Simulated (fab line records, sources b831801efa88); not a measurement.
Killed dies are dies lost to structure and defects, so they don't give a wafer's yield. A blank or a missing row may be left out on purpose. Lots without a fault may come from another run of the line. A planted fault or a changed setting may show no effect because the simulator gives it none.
Which tool did it? | flow sky130 | 12 lots, 36 wafers sampled, at 6 steps of a route of 708

WHAT THE GAUGES READ, wafer by wafer
SKY_PASSIVATION_THK_MEAS_03.
lot  | measured     | on            | PASSIVATION_CVD_02_THK (nm)
L075 | day 44 04:53 | film_metro-01 | 522 536 541
L077 | day 45 01:35 | film_metro-02 | 532 544 542
L079 | day 45 12:50 | film_metro-03 | 546 524 544
L081 | day 46 05:37 | film_metro-03 | 536 529 542
L083 | day 46 11:37 | film_metro-02 | 533 536 539
L085 | day 46 22:47 | film_metro-03 | 514 532 527
L087 | day 47 10:38 | film_metro-03 | 547 555 543
L089 | day 48 02:11 | film_metro-03 | 528 549 551
L091 | day 48 09:50 | film_metro-01 | 540 538 543
L093 | day 48 21:01 | film_metro-03 | 538 551 537
L095 | day 49 08:27 | film_metro-01 | 528 538 535
L097 | day 49 21:29 | film_metro-03 | 547 540 541

WHICH TOOL RAN EACH LOT (tool, then ch and the chambers of the sampled wafers, then the start)
lot  | SKY_VIA3_CMP_24               | SKY_METAL4_SPUTTER_00        | SKY_VIA4_CMP_02               | SKY_METAL5_SPUTTER_03        | SKY_METAL5_STRIP_16
L075 | cmp-02 ch 0,2,3, day 40 02:20 | pvd_sputter-04, day 40 02:35 | cmp-02 ch 1,2,3, day 42 05:19 | pvd_sputter-03, day 43 05:40 | plasma_asher-01 ch 0,1, day 44 03:54
L077 | cmp-01 ch 0,2, day 40 22:59   | pvd_sputter-03, day 40 23:14 | cmp-01 ch 0,2, day 43 01:07   | pvd_sputter-04, day 44 01:10 | plasma_asher-01 ch 0,1, day 45 00:41
L079 | cmp-01 ch 0,1,3, day 41 11:34 | pvd_sputter-03, day 41 11:49 | cmp-01 ch 0,1,2, day 43 13:35 | pvd_sputter-03, day 44 14:08 | plasma_asher-03 ch 0,1, day 45 11:49
L081 | cmp-02 ch 1,2, day 42 07:33   | pvd_sputter-03, day 42 07:51 | cmp-02 ch 0,1, day 44 08:10   | pvd_sputter-04, day 45 07:11 | plasma_asher-01 ch 0,1, day 46 04:43
L083 | cmp-02 ch 1,2, day 42 14:37   | pvd_sputter-03, day 42 14:55 | cmp-02 ch 0,3, day 44 14:31   | pvd_sputter-04, day 45 13:40 | plasma_asher-04 ch 0,1, day 46 10:43
L085 | cmp-01 ch 0,2,3, day 43 01:51 | pvd_sputter-04, day 43 02:06 | cmp-01 ch 1,2,3, day 45 01:25 | pvd_sputter-03, day 46 00:16 | plasma_asher-01 ch 0,1, day 46 21:46
L087 | cmp-02 ch 1,2, day 43 16:34   | pvd_sputter-03, day 43 16:52 | cmp-01 ch 0,3, day 45 15:13   | pvd_sputter-01, day 46 13:42 | plasma_asher-01 ch 0,1, day 47 09:38
L089 | cmp-01 ch 1,2,3, day 44 10:16 | pvd_sputter-03, day 44 10:31 | cmp-02 ch 0,3, day 46 07:12   | pvd_sputter-03, day 47 04:49 | plasma_asher-04 ch 0,1, day 48 01:17
L091 | cmp-01 ch 0,2,3, day 44 19:29 | pvd_sputter-03, day 44 19:44 | cmp-02 ch 0,3, day 46 15:41   | pvd_sputter-04, day 47 13:15 | plasma_asher-04 ch 0,1, day 48 08:55
L093 | cmp-01 ch 1,2,3, day 45 06:20 | pvd_sputter-04, day 45 06:38 | cmp-01 ch 1,2, day 47 02:13   | pvd_sputter-04, day 48 00:18 | plasma_asher-04 ch 0,1, day 48 19:56
L095 | cmp-02 ch 1,2, day 45 22:13   | pvd_sputter-03, day 45 22:31 | cmp-01 ch 0,1,3, day 47 16:33 | pvd_sputter-01, day 48 13:24 | plasma_asher-01 ch 0,1, day 49 07:33
L097 | cmp-01 ch 0,1,3, day 46 14:04 | pvd_sputter-02, day 46 14:16 | cmp-02 ch 1,2,3, day 48 07:16 | pvd_sputter-01, day 49 03:15 | plasma_asher-01 ch 0,1, day 49 20:29
- SKY_VIA3_CMP_24: polishes, stops on SiO2, t overpolish 20 s, target thk 0 nm.
- SKY_METAL4_SPUTTER_00: material Ti, target thk 15 nm, time 10 s.
- SKY_VIA4_CMP_02: polishes SiO2.
- SKY_METAL5_SPUTTER_03: material Ti, target thk 5 nm, time 3.3 s.
- SKY_METAL5_STRIP_16: strips in O2/N2.

THE ANSWER, worked out from the rows above alone
Rule: what is usual is taken from the lots themselves. Put in order of their means at a reading, lots are off if they are a third of the lots or fewer, leave a main group of 4 or more, and stand apart from it by a gap of 3 or more times the standard deviation of the main group's means; of several such gaps the widest counts. A main group whose means are all the same, to the digits that the tables above print for the reading, isn't used. A lot without any number at a reading at which 4 lots or more have one is off too. The other lots that the step has rows for count as sound.
No lot is off at any reading shown: from this, nothing can be told.

WHAT THE SIMULATOR HAD PUT IN
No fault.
